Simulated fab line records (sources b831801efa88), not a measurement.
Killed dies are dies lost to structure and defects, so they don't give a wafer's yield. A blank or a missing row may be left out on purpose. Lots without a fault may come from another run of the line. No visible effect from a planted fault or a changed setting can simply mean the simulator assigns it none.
Which of the tools did it? :: flow sky130 :: 72 wafers from 24 lots sampled at 6 of the route's 708 steps

WHAT THE GAUGES SHOWED, per wafer
SKY_LOCAL_INTERCONNECT_CD_MEAS_11: target cd 170 nm. Usual: 169.7 nm for cd nm, sd 1.7.
lot: L074
measured: day 30 09:10
on: cd sem-02
cd nm (nm): 171.6 170.5 170.5
flag: 

lot: L075
measured: day 30 10:43
on: cd sem-02
cd nm (nm): 167.7 168.7 167.8
flag: 

lot: L076
measured: day 31 07:35
on: cd sem-01
cd nm (nm): 170.6 172.0 170.9
flag: 

lot: L077
measured: day 31 11:41
on: cd sem-02
cd nm (nm): 170.1 169.8 169.4
flag: 

lot: L079
measured: day 31 12:11
on: cd sem-01
cd nm (nm): 169.4 169.2 169.4
flag: 

lot: L078
measured: day 31 16:08
on: cd sem-02
cd nm (nm): 170.8 168.5 168.3
flag: 

lot: L080
measured: day 32 19:11
on: cd sem-02
cd nm (nm): 167.7 166.5 167.4
flag: 

lot: L081
measured: day 32 23:31
on: cd sem-01
cd nm (nm): 170.8 170.1 169.9
flag: 

lot: L082
measured: day 33 06:58
on: cd sem-01
cd nm (nm): 171.9 171.1 172.0
flag: 

lot: L083
measured: day 33 07:19
on: cd sem-02
cd nm (nm): 168.3 168.1 168.0
flag: 

lot: L085
measured: day 33 08:58
on: cd sem-02
cd nm (nm): 172.4 171.8 171.3
flag: 

lot: L084
measured: day 33 20:29
on: cd sem-01
cd nm (nm): 169.1 170.0 168.4
flag: 

lot: L086
measured: day 34 14:47
on: cd sem-01
cd nm (nm): 168.0 167.4 169.5
flag: 

lot: L087
measured: day 34 21:28
on: cd sem-02
cd nm (nm): 169.8 168.8 169.0
flag: 

lot: L088
measured: day 35 13:53
on: cd sem-01
cd nm (nm): 171.1 169.7 171.5
flag: 

lot: L090
measured: day 35 17:59
on: cd sem-01
cd nm (nm): 170.6 170.3 171.2
flag: 

lot: L089
measured: day 35 19:28
on: cd sem-02
cd nm (nm): 171.4 172.4 172.7
flag: 

lot: L091
measured: day 35 21:11
on: cd sem-02
cd nm (nm): 170.1 169.8 169.4
flag: 

lot: L092
measured: day 36 00:53
on: cd sem-02
cd nm (nm): 168.4 169.2 169.2
flag: 

lot: L093
measured: day 37 02:43
on: cd sem-01
cd nm (nm): 168.6 168.9 169.2
flag: 

lot: L094
measured: day 37 07:16
on: cd sem-01
cd nm (nm): 166.3 164.4 167.1
flag: 

lot: L095
measured: day 37 08:16
on: cd sem-02
cd nm (nm): 170.9 171.2 171.6
flag: 

lot: L096
measured: day 37 12:15
on: cd sem-01
cd nm (nm): 170.3 171.1 169.7
flag: 

lot: L097
measured: day 37 13:41
on: cd sem-01
cd nm (nm): 169.7 168.1 169.9
flag: 

SKY_CAPM_THK_MEAS_01. Usual: for CAPM_CVD_00_THK the level is 15.44 nm and the standard deviation is 0.23.
lot: L074
measured: day 36 12:02
on: film metro-02
CAPM_CVD_00_THK (nm): 15.89 15.79 15.60
flag: 

lot: L075
measured: day 36 13:35
on: film metro-03
CAPM_CVD_00_THK (nm): 15.14 15.42 14.90
flag: 

lot: L076
measured: day 37 07:54
on: film metro-03
CAPM_CVD_00_THK (nm): 15.49 15.58 15.75
flag: 

lot: L077
measured: day 37 10:11
on: film metro-02
CAPM_CVD_00_THK (nm): 15.49 15.83 15.64
flag: 

lot: L079
measured: day 37 11:09
on: film metro-04
CAPM_CVD_00_THK (nm): 15.12 15.30 15.28
flag: 

lot: L078
measured: day 37 16:17
on: film metro-02
CAPM_CVD_00_THK (nm): 15.40 15.44 15.54
flag: 

lot: L080
measured: day 38 14:20
on: film metro-03
CAPM_CVD_00_THK (nm): 14.78 15.15 15.21
flag: 

lot: L081
measured: day 38 20:38
on: film metro-03
CAPM_CVD_00_THK (nm): 14.85 15.65 15.57
flag: 

lot: L082
measured: day 39 00:19
on: film metro-04
CAPM_CVD_00_THK (nm): 15.29 15.67 15.70
flag: 

lot: L083
measured: day 39 00:46
on: film metro-02
CAPM_CVD_00_THK (nm): 15.44 15.09 15.21
flag: 

lot: L085
measured: day 39 01:05
on: film metro-04
CAPM_CVD_00_THK (nm): 15.33 15.29 15.83
flag: 

lot: L084
measured: day 39 14:32
on: film metro-02
CAPM_CVD_00_THK (nm): 15.50 15.55 15.46
flag: 

lot: L086
measured: day 40 05:36
on: film metro-03
CAPM_CVD_00_THK (nm): 15.50 15.48 15.48
flag: 

lot: L087
measured: day 40 13:59
on: film metro-02
CAPM_CVD_00_THK (nm): 15.43 15.36 15.46
flag: 

lot: L088
measured: day 41 03:34
on: film metro-03
CAPM_CVD_00_THK (nm): 15.17 15.50 15.34
flag: 

lot: L090
measured: day 41 06:59
on: film metro-02
CAPM_CVD_00_THK (nm): 15.22 15.52 15.55
flag: 

lot: L089
measured: day 41 08:54
on: film metro-04
CAPM_CVD_00_THK (nm): 15.44 15.77 15.87
flag: 

lot: L091
measured: day 41 13:09
on: film metro-03
CAPM_CVD_00_THK (nm): 15.48 15.51 15.57
flag: 

lot: L092
measured: day 41 14:16
on: film metro-02
CAPM_CVD_00_THK (nm): 15.54 15.75 15.70
flag: 

lot: L093
measured: day 42 15:13
on: film metro-03
CAPM_CVD_00_THK (nm): 15.32 15.51 15.57
flag: 

lot: L094
measured: day 42 19:17
on: film metro-04
CAPM_CVD_00_THK (nm): 15.65 15.71 15.83
flag: 

lot: L095
measured: day 42 18:23
on: film metro-02
CAPM_CVD_00_THK (nm): 15.04 15.42 15.44
flag: 

lot: L096
measured: day 42 23:50
on: film metro-03
CAPM_CVD_00_THK (nm): 15.49 15.57 15.66
flag: 

lot: L097
measured: day 43 01:20
on: film metro-02
CAPM_CVD_00_THK (nm): 15.51 15.53 15.83
flag: 

SKY_CAPM_RS_MEAS_03: measurement is done with a four-point probe. Usual: for CAPM_TIN_RS the level is 6.91 ohm/sq and the standard deviation is 0.063.
lot: L074
measured: day 36 12:12
on: film metro-03
CAPM_TIN_RS (ohm/sq): 6.98 6.95 6.98
flag: 

lot: L075
measured: day 36 13:46
on: film metro-04
CAPM_TIN_RS (ohm/sq): 6.90 6.98 6.93
flag: 

lot: L076
measured: day 37 08:05
on: film metro-02
CAPM_TIN_RS (ohm/sq): 7.02 7.00 7.00
flag: 

lot: L077
measured: day 37 10:21
on: film metro-03
CAPM_TIN_RS (ohm/sq): 6.86 6.91 6.87
flag: 

lot: L079
measured: day 37 11:20
on: film metro-03
CAPM_TIN_RS (ohm/sq): 6.98 6.96 6.93
flag: 

lot: L078
measured: day 37 16:28
on: film metro-03
CAPM_TIN_RS (ohm/sq): 6.87 6.90 6.89
flag: 

lot: L080
measured: day 38 14:29
on: film metro-02
CAPM_TIN_RS (ohm/sq): 6.92 6.86 6.93
flag: 

lot: L081
measured: day 38 20:47
on: film metro-04
CAPM_TIN_RS (ohm/sq): 6.90 6.86 6.87
flag: 

lot: L082
measured: day 39 00:29
on: film metro-02
CAPM_TIN_RS (ohm/sq): 6.96 6.98 6.99
flag: 

lot: L083
measured: day 39 00:56
on: film metro-02
CAPM_TIN_RS (ohm/sq): 6.92 6.91 6.90
flag: 

lot: L085
measured: day 39 01:14
on: film metro-02
CAPM_TIN_RS (ohm/sq): 6.89 6.85 6.82
flag: 

lot: L084
measured: day 39 14:43
on: film metro-03
CAPM_TIN_RS (ohm/sq): 6.82 6.86 6.92
flag: 

lot: L086
measured: day 40 05:48
on: film metro-04
CAPM_TIN_RS (ohm/sq): 6.90 6.87 6.84
flag: 

lot: L087
measured: day 40 14:09
on: film metro-04
CAPM_TIN_RS (ohm/sq): 6.86 6.91 6.86
flag: 

lot: L088
measured: day 41 03:44
on: film metro-02
CAPM_TIN_RS (ohm/sq): 6.85 6.79 6.84
flag: 

lot: L090
measured: day 41 07:09
on: film metro-03
CAPM_TIN_RS (ohm/sq): 6.98 6.87 7.03
flag: 

lot: L089
measured: day 41 09:05
on: film metro-02
CAPM_TIN_RS (ohm/sq): 6.86 6.79 6.84
flag: 

lot: L091
measured: day 41 13:21
on: film metro-04
CAPM_TIN_RS (ohm/sq): 6.94 6.91 6.80
flag: 

lot: L092
measured: day 41 14:26
on: film metro-03
CAPM_TIN_RS (ohm/sq): 6.94 7.02 7.02
flag: 

lot: L093
measured: day 42 15:23
on: film metro-04
CAPM_TIN_RS (ohm/sq): 6.88 6.88 6.88
flag: 

lot: L094
measured: day 42 19:27
on: film metro-03
CAPM_TIN_RS (ohm/sq): 6.99 6.97 6.87
flag: 

lot: L095
measured: day 42 18:33
on: film metro-04
CAPM_TIN_RS (ohm/sq): 6.95 6.95 7.01
flag: 

lot: L096
measured: day 43 00:01
on: film metro-02
CAPM_TIN_RS (ohm/sq): 6.93 6.91 6.92
flag: 

lot: L097
measured: day 43 01:31
on: film metro-03
CAPM_TIN_RS (ohm/sq): 6.88 6.98 6.94
flag: 

TOOL THAT RAN EACH LOT (tool first, then ch and the chambers of the sampled wafers, then the start)
lot: L074
SKY_LI_CONTACT_SPUTTER_19: pvd sputter-01, day 29 06:37
SKY_CONTACT_ETCH_16: rie diel-02 ch 0,1,3, day 31 17:16
SKY_VIA1_CMP_24: cmp-02 ch 0,2, day 34 03:07

lot: L075
SKY_LI_CONTACT_SPUTTER_19: pvd sputter-04, day 29 10:16
SKY_CONTACT_ETCH_16: rie diel-03 ch 0,1, day 31 18:43
SKY_VIA1_CMP_24: cmp-02 ch 0,2,3, day 34 04:29

lot: L076
SKY_LI_CONTACT_SPUTTER_19: pvd sputter-04, day 30 10:14
SKY_CONTACT_ETCH_16: rie diel-04 ch 0,2,3, day 32 12:35
SKY_VIA1_CMP_24: cmp-01 ch 0,1, day 34 22:48

lot: L077
SKY_LI_CONTACT_SPUTTER_19: pvd sputter-04, day 30 11:55
SKY_CONTACT_ETCH_16: rie diel-04 ch 0,1, day 32 17:02
SKY_VIA1_CMP_24: cmp-02 ch 0,1,2, day 35 02:09

lot: L079
SKY_LI_CONTACT_SPUTTER_19: pvd sputter-01, day 30 11:55
SKY_CONTACT_ETCH_16: rie diel-03 ch 0,2,3, day 32 17:10
SKY_VIA1_CMP_24: cmp-02 ch 1,2,3, day 35 02:49

lot: L078
SKY_LI_CONTACT_SPUTTER_19: pvd sputter-01, day 30 13:08
SKY_CONTACT_ETCH_16: rie diel-04 ch 1,2,3, day 32 20:43
SKY_VIA1_CMP_24: cmp-01 ch 0,3, day 35 07:58

lot: L080
SKY_LI_CONTACT_SPUTTER_19: pvd sputter-04, day 31 14:43
SKY_CONTACT_ETCH_16: rie diel-02 ch 0,3, day 33 23:08
SKY_VIA1_CMP_24: cmp-02 ch 0,2, day 36 08:23

lot: L081
SKY_LI_CONTACT_SPUTTER_19: pvd sputter-04, day 31 19:30
SKY_CONTACT_ETCH_16: rie diel-03 ch 1,3, day 34 03:43
SKY_VIA1_CMP_24: cmp-02 ch 0,1,2, day 36 13:14

lot: L082
SKY_LI_CONTACT_SPUTTER_19: pvd sputter-01, day 32 03:52
SKY_CONTACT_ETCH_16: rie diel-04 ch 1,2,3, day 34 11:16
SKY_VIA1_CMP_24: cmp-01 ch 0,1,2, day 36 19:32

lot: L083
SKY_LI_CONTACT_SPUTTER_19: pvd sputter-04, day 32 04:26
SKY_CONTACT_ETCH_16: rie diel-03 ch 1,3, day 34 11:37
SKY_VIA1_CMP_24: cmp-02 ch 1,2,3, day 36 20:08

lot: L085
SKY_LI_CONTACT_SPUTTER_19: pvd sputter-01, day 32 06:28
SKY_CONTACT_ETCH_16: rie diel-02 ch 0,3, day 34 13:04
SKY_VIA1_CMP_24: cmp-01 ch 1,2,3, day 36 21:00

lot: L084
SKY_LI_CONTACT_SPUTTER_19: pvd sputter-01, day 32 17:34
SKY_CONTACT_ETCH_16: rie diel-03 ch 0,1,3, day 35 00:23
SKY_VIA1_CMP_24: cmp-01 ch 0,3, day 37 09:05

lot: L086
SKY_LI_CONTACT_SPUTTER_19: pvd sputter-01, day 33 11:46
SKY_CONTACT_ETCH_16: rie diel-04 ch 1,2,3, day 35 18:55
SKY_VIA1_CMP_24: cmp-01 ch 0,2,3, day 38 02:50

lot: L087
SKY_LI_CONTACT_SPUTTER_19: pvd sputter-04, day 33 18:10
SKY_CONTACT_ETCH_16: rie diel-03 ch 1,2, day 36 01:29
SKY_VIA1_CMP_24: cmp-02 ch 0,2, day 38 09:15

lot: L088
SKY_LI_CONTACT_SPUTTER_19: pvd sputter-01, day 34 10:33
SKY_CONTACT_ETCH_16: rie diel-02 ch 0,1,2, day 36 16:59
SKY_VIA1_CMP_24: cmp-02 ch 0,3, day 38 22:15

lot: L090
SKY_LI_CONTACT_SPUTTER_19: pvd sputter-04, day 34 15:03
SKY_CONTACT_ETCH_16: rie diel-02 ch 0,2, day 36 20:53
SKY_VIA1_CMP_24: cmp-02 ch 0,1,3, day 39 01:52

lot: L089
SKY_LI_CONTACT_SPUTTER_19: pvd sputter-03, day 34 15:28
SKY_CONTACT_ETCH_16: rie diel-04 ch 0,1, day 36 22:23
SKY_VIA1_CMP_24: cmp-02 ch 0,3, day 39 03:48

lot: L091
SKY_LI_CONTACT_SPUTTER_19: pvd sputter-01, day 34 18:33
SKY_CONTACT_ETCH_16: rie diel-03 ch 0,1,2, day 37 00:26
SKY_VIA1_CMP_24: cmp-01 ch 0,1,2, day 39 07:47

lot: L092
SKY_LI_CONTACT_SPUTTER_19: pvd sputter-04, day 34 21:52
SKY_CONTACT_ETCH_16: rie diel-04 ch 0,2,3, day 37 04:26
SKY_VIA1_CMP_24: cmp-01 ch 0,1,3, day 39 10:59

lot: L093
SKY_LI_CONTACT_SPUTTER_19: pvd sputter-01, day 36 00:16
SKY_CONTACT_ETCH_16: rie diel-04 ch 1,3, day 38 06:05
SKY_VIA1_CMP_24: cmp-02 ch 0,1,3, day 40 11:59

lot: L094
SKY_LI_CONTACT_SPUTTER_19: pvd sputter-01, day 36 04:31
SKY_CONTACT_ETCH_16: rie diel-03 ch 1,2,3, day 38 09:35
SKY_VIA1_CMP_24: cmp-02 ch 0,1,2, day 40 15:50

lot: L095
SKY_LI_CONTACT_SPUTTER_19: pvd sputter-01, day 36 05:55
SKY_CONTACT_ETCH_16: rie diel-02 ch 0,2, day 38 10:44
SKY_VIA1_CMP_24: cmp-02 ch 1,2,3, day 40 15:29

lot: L096
SKY_LI_CONTACT_SPUTTER_19: pvd sputter-04, day 36 09:25
SKY_CONTACT_ETCH_16: rie diel-04 ch 0,1,2, day 38 13:47
SKY_VIA1_CMP_24: cmp-02 ch 1,3, day 40 19:50

lot: L097
SKY_LI_CONTACT_SPUTTER_19: pvd sputter-04, day 36 10:41
SKY_CONTACT_ETCH_16: rie diel-03 ch 0,1,2, day 38 17:11
SKY_VIA1_CMP_24: cmp-02 ch 0,2,3, day 40 21:52
- SKY_LI_CONTACT_SPUTTER_19: material Ti, target thk 20 nm, time 106.37 s.
- SKY_CONTACT_ETCH_16: etches BARC in N2/H2, stops on SiO2, time 45.9 s, target depth 60 nm.
- SKY_VIA1_CMP_24: polishes, stops on SiO2, t overpolish 15 s, target thk 0 nm.

AS READ BY THE TOOLS THEMSELVES (means over the sampled wafers that have a number; for cases with no such wafer, the mark the record gives instead)
SKY_LI_CONTACT_SPUTTER_19. Usual: chamber pressure pa 5.000 Pa, standard deviation 0.0095; throttle valve pct 29.8 %, standard deviation 1.3.
lot: L074
tool: pvd sputter-01
chamber pressure pa (Pa): 5.009
throttle valve pct (%): 29.5
flag: 

lot: L075
tool: pvd sputter-04
chamber pressure pa (Pa): 5.000
throttle valve pct (%): 29.2
flag: 

lot: L076
tool: pvd sputter-04
chamber pressure pa (Pa): 5.003
throttle valve pct (%): 29.1
flag: 

lot: L077
tool: pvd sputter-04
chamber pressure pa (Pa): 5.001
throttle valve pct (%): 29.2
flag: 

lot: L079
tool: pvd sputter-01
chamber pressure pa (Pa): 4.999
throttle valve pct (%): 28.9
flag: 

lot: L078
tool: pvd sputter-01
chamber pressure pa (Pa): 4.996
throttle valve pct (%): 29.0
flag: 

lot: L080
tool: pvd sputter-04
chamber pressure pa (Pa): 5.004
throttle valve pct (%): 29.5
flag: 

lot: L081
tool: pvd sputter-04
chamber pressure pa (Pa): 4.995
throttle valve pct (%): 29.5
flag: 

lot: L082
tool: pvd sputter-01
chamber pressure pa (Pa): 5.004
throttle valve pct (%): 29.9
flag: 

lot: L083
tool: pvd sputter-04
chamber pressure pa (Pa): 4.996
throttle valve pct (%): 30.0
flag: 

lot: L085
tool: pvd sputter-01
chamber pressure pa (Pa): 4.999
throttle valve pct (%): 28.2
flag: 

lot: L084
tool: pvd sputter-01
chamber pressure pa (Pa): 5.009
throttle valve pct (%): 28.1
flag: 

lot: L086
tool: pvd sputter-01
chamber pressure pa (Pa): 4.998
throttle valve pct (%): 31.0
flag: 

lot: L087
tool: pvd sputter-04
chamber pressure pa (Pa): 5.009
throttle valve pct (%): 30.1
flag: 

lot: L088
tool: pvd sputter-01
chamber pressure pa (Pa): 5.001
throttle valve pct (%): 31.0
flag: 

lot: L090
tool: pvd sputter-04
chamber pressure pa (Pa): 4.998
throttle valve pct (%): 29.2
flag: 

lot: L089
tool: pvd sputter-03
chamber pressure pa (Pa): 5.001
throttle valve pct (%): 30.3
flag: 

lot: L091
tool: pvd sputter-01
chamber pressure pa (Pa): 4.998
throttle valve pct (%): 29.2
flag: 

lot: L092
tool: pvd sputter-04
chamber pressure pa (Pa): 5.003
throttle valve pct (%): 29.5
flag: 

lot: L093
tool: pvd sputter-01
chamber pressure pa (Pa): 4.997
throttle valve pct (%): 30.3
flag: 

lot: L094
tool: pvd sputter-01
chamber pressure pa (Pa): 4.997
throttle valve pct (%): 30.8
flag: 

lot: L095
tool: pvd sputter-01
chamber pressure pa (Pa): 5.000
throttle valve pct (%): 29.9
flag: 

lot: L096
tool: pvd sputter-04
chamber pressure pa (Pa): 5.002
throttle valve pct (%): 29.4
flag: 

lot: L097
tool: pvd sputter-04
chamber pressure pa (Pa): 5.002
throttle valve pct (%): 29.9
flag: 

SKY_CONTACT_ETCH_16. Usual: chamber pressure mTorr 30.002 mTorr, standard deviation 0.026; drypump motor current A 5.4 A, standard deviation 0.35; oes product au 0.854 a.u., standard deviation 0.0046; throttle valve pct 13.225 %, standard deviation 0.0098.
lot: L074
tool: rie diel-02
chamber pressure mTorr (mTorr): 29.999
drypump motor current A (A): 5.6
oes product au (a.u.): 0.854
throttle valve pct (%): 13.228
flag: 

lot: L075
tool: rie diel-03
chamber pressure mTorr (mTorr): 30.020
drypump motor current A (A): 4.9
oes product au (a.u.): 0.852
throttle valve pct (%): 13.234
flag: 

lot: L076
tool: rie diel-04
chamber pressure mTorr (mTorr): 30.014
drypump motor current A (A): 5.4
oes product au (a.u.): 0.855
throttle valve pct (%): 13.231
flag: 

lot: L077
tool: rie diel-04
chamber pressure mTorr (mTorr): 29.995
drypump motor current A (A): 5.6
oes product au (a.u.): 0.856
throttle valve pct (%): 13.233
flag: 

lot: L079
tool: rie diel-03
chamber pressure mTorr (mTorr): 29.996
drypump motor current A (A): 5.5
oes product au (a.u.): 0.851
throttle valve pct (%): 13.223
flag: 

lot: L078
tool: rie diel-04
chamber pressure mTorr (mTorr): 29.981
drypump motor current A (A): 5.5
oes product au (a.u.): 0.853
throttle valve pct (%): 13.238
flag: 

lot: L080
tool: rie diel-02
chamber pressure mTorr (mTorr): 29.995
drypump motor current A (A): 5.4
oes product au (a.u.): 0.856
throttle valve pct (%): 13.226
flag: 

lot: L081
tool: rie diel-03
chamber pressure mTorr (mTorr): 30.010
drypump motor current A (A): 5.6
oes product au (a.u.): 0.852
throttle valve pct (%): 13.226
flag: 

lot: L082
tool: rie diel-04
chamber pressure mTorr (mTorr): 30.005
drypump motor current A (A): 5.5
oes product au (a.u.): 0.854
throttle valve pct (%): 13.223
flag: 

lot: L083
tool: rie diel-03
chamber pressure mTorr (mTorr): 29.997
drypump motor current A (A): 5.3
oes product au (a.u.): 0.853
throttle valve pct (%): 13.224
flag: 

lot: L085
tool: rie diel-02
chamber pressure mTorr (mTorr): 29.982
drypump motor current A (A): 5.5
oes product au (a.u.): 0.852
throttle valve pct (%): 13.225
flag: 

lot: L084
tool: rie diel-03
chamber pressure mTorr (mTorr): 29.991
drypump motor current A (A): 5.3
oes product au (a.u.): 0.856
throttle valve pct (%): 13.214
flag: 

lot: L086
tool: rie diel-04
chamber pressure mTorr (mTorr): 30.020
drypump motor current A (A): 5.5
oes product au (a.u.): 0.861
throttle valve pct (%): 13.229
flag: 

lot: L087
tool: rie diel-03
chamber pressure mTorr (mTorr): 30.019
drypump motor current A (A): 5.2
oes product au (a.u.): 0.857
throttle valve pct (%): 13.223
flag: 

lot: L088
tool: rie diel-02
chamber pressure mTorr (mTorr): 30.021
drypump motor current A (A): 5.7
oes product au (a.u.): 0.855
throttle valve pct (%): 13.224
flag: 

lot: L090
tool: rie diel-02
chamber pressure mTorr (mTorr): 29.998
drypump motor current A (A): 5.6
oes product au (a.u.): 0.853
throttle valve pct (%): 13.219
flag: 

lot: L089
tool: rie diel-04
chamber pressure mTorr (mTorr): 29.994
drypump motor current A (A): 5.6
oes product au (a.u.): 0.856
throttle valve pct (%): 13.225
flag: 

lot: L091
tool: rie diel-03
chamber pressure mTorr (mTorr): 30.025
drypump motor current A (A): 5.1
oes product au (a.u.): 0.856
throttle valve pct (%): 13.219
flag: 

lot: L092
tool: rie diel-04
chamber pressure mTorr (mTorr): 30.022
drypump motor current A (A): 5.5
oes product au (a.u.): 0.855
throttle valve pct (%): 13.233
flag: 

lot: L093
tool: rie diel-04
chamber pressure mTorr (mTorr): 29.979
drypump motor current A (A): 5.7
oes product au (a.u.): 0.856
throttle valve pct (%): 13.227
flag: 

lot: L094
tool: rie diel-03
chamber pressure mTorr (mTorr): 30.037
drypump motor current A (A): 5.5
oes product au (a.u.): 0.859
throttle valve pct (%): 13.213
flag: 

lot: L095
tool: rie diel-02
chamber pressure mTorr (mTorr): 29.987
drypump motor current A (A): 5.6
oes product au (a.u.): 0.855
throttle valve pct (%): 13.221
flag: 

lot: L096
tool: rie diel-04
chamber pressure mTorr (mTorr): 29.987
drypump motor current A (A): 5.4
oes product au (a.u.): 0.853
throttle valve pct (%): 13.228
flag: 

lot: L097
tool: rie diel-03
chamber pressure mTorr (mTorr): 29.982
drypump motor current A (A): 5.1
oes product au (a.u.): 0.861
throttle valve pct (%): 13.222
flag: 

SKY_VIA1_CMP_24. Usual: motor current A 11.2 A, standard deviation 1; overpolish run s 15.001 s, standard deviation 0.0084; slurry filter dp kPa 13.51 kPa, standard deviation 0.14; time to endpoint s 65 s, standard deviation 3.5.
lot: L074
tool: cmp-02
motor current A (A): 11.2
overpolish run s (s): 15.012
slurry filter dp kPa (kPa): 13.49
time to endpoint s (s): 66
flag: 

lot: L075
tool: cmp-02
motor current A (A): 10.5
overpolish run s (s): 14.992
slurry filter dp kPa (kPa): 13.49
time to endpoint s (s): 64
flag: 

lot: L076
tool: cmp-01
motor current A (A): 11.4
overpolish run s (s): 14.997
slurry filter dp kPa (kPa): 13.53
time to endpoint s (s): 60
flag: 

lot: L077
tool: cmp-02
motor current A (A): 11.2
overpolish run s (s): 14.998
slurry filter dp kPa (kPa): 13.53
time to endpoint s (s): 65
flag: 

lot: L079
tool: cmp-02
motor current A (A): 11.1
overpolish run s (s): 15.005
slurry filter dp kPa (kPa): 13.56
time to endpoint s (s): 68
flag: 

lot: L078
tool: cmp-01
motor current A (A): 11.5
overpolish run s (s): 14.997
slurry filter dp kPa (kPa): 13.56
time to endpoint s (s): 62
flag: 

lot: L080
tool: cmp-02
motor current A (A): 11.3
overpolish run s (s): 14.999
slurry filter dp kPa (kPa): 13.57
time to endpoint s (s): 64
flag: 

lot: L081
tool: cmp-02
motor current A (A): 11.7
overpolish run s (s): 15.009
slurry filter dp kPa (kPa): 13.35
time to endpoint s (s): 63
flag: 

lot: L082
tool: cmp-01
motor current A (A): 11.7
overpolish run s (s): 14.992
slurry filter dp kPa (kPa): 13.52
time to endpoint s (s): 64
flag: 

lot: L083
tool: cmp-02
motor current A (A): 11.3
overpolish run s (s): 15.004
slurry filter dp kPa (kPa): 13.58
time to endpoint s (s): 69
flag: 

lot: L085
tool: cmp-01
motor current A (A): 11.7
overpolish run s (s): 15.006
slurry filter dp kPa (kPa): 13.54
time to endpoint s (s): 66
flag: 

lot: L084
tool: cmp-01
motor current A (A): 11.6
overpolish run s (s): 15.008
slurry filter dp kPa (kPa): 13.51
time to endpoint s (s): 63
flag: 

lot: L086
tool: cmp-01
motor current A (A): 11.9
overpolish run s (s): 14.993
slurry filter dp kPa (kPa): 13.62
time to endpoint s (s): 63
flag: 

lot: L087
tool: cmp-02
motor current A (A): 10.9
overpolish run s (s): 14.998
slurry filter dp kPa (kPa): 13.58
time to endpoint s (s): 61
flag: 

lot: L088
tool: cmp-02
motor current A (A): 10.1
overpolish run s (s): 15.001
slurry filter dp kPa (kPa): 13.49
time to endpoint s (s): 66
flag: 

lot: L090
tool: cmp-02
motor current A (A): 11.1
overpolish run s (s): 15.004
slurry filter dp kPa (kPa): 13.59
time to endpoint s (s): 66
flag: 

lot: L089
tool: cmp-02
motor current A (A): 10.3
overpolish run s (s): 15.000
slurry filter dp kPa (kPa): 13.55
time to endpoint s (s): 71
flag: 

lot: L091
tool: cmp-01
motor current A (A): 11.9
overpolish run s (s): 14.998
slurry filter dp kPa (kPa): 13.44
time to endpoint s (s): 69
flag: 

lot: L092
tool: cmp-01
motor current A (A): 11.2
overpolish run s (s): 15.000
slurry filter dp kPa (kPa): 13.40
time to endpoint s (s): 67
flag: 

lot: L093
tool: cmp-02
motor current A (A): 10.9
overpolish run s (s): 15.002
slurry filter dp kPa (kPa): 13.52
time to endpoint s (s): 68
flag: 

lot: L094
tool: cmp-02
motor current A (A): 11.4
overpolish run s (s): 15.004
slurry filter dp kPa (kPa): 13.52
time to endpoint s (s): 63
flag: 

lot: L095
tool: cmp-02
motor current A (A): 10.6
overpolish run s (s): 14.998
slurry filter dp kPa (kPa): 13.36
time to endpoint s (s): 65
flag: 

lot: L096
tool: cmp-02
motor current A (A): 10.5
overpolish run s (s): 15.000
slurry filter dp kPa (kPa): 13.66
time to endpoint s (s): 67
flag: 

lot: L097
tool: cmp-02
motor current A (A): 10.4
overpolish run s (s): 15.001
slurry filter dp kPa (kPa): 13.43
time to endpoint s (s): 65
flag: 

THE ANSWER, worked out from the rows above alone
Rule: lot off if the mean of its wafers having a number is beyond 3 standard deviations from the usual mean. A lot without any number at a reading at which 4 lots or more have one is off too. Any other lot the step has rows for is counted as sound. First the gauges in route order, then the tools' own readings, where a lot's mean is used as printed above. At the first step where some lot is off, the reading lying furthest off is the one used; lots without a number count as furthest.
No lot is off at any reading shown: from this, nothing can be told.

WHAT WAS PUT IN BY THE SIMULATOR
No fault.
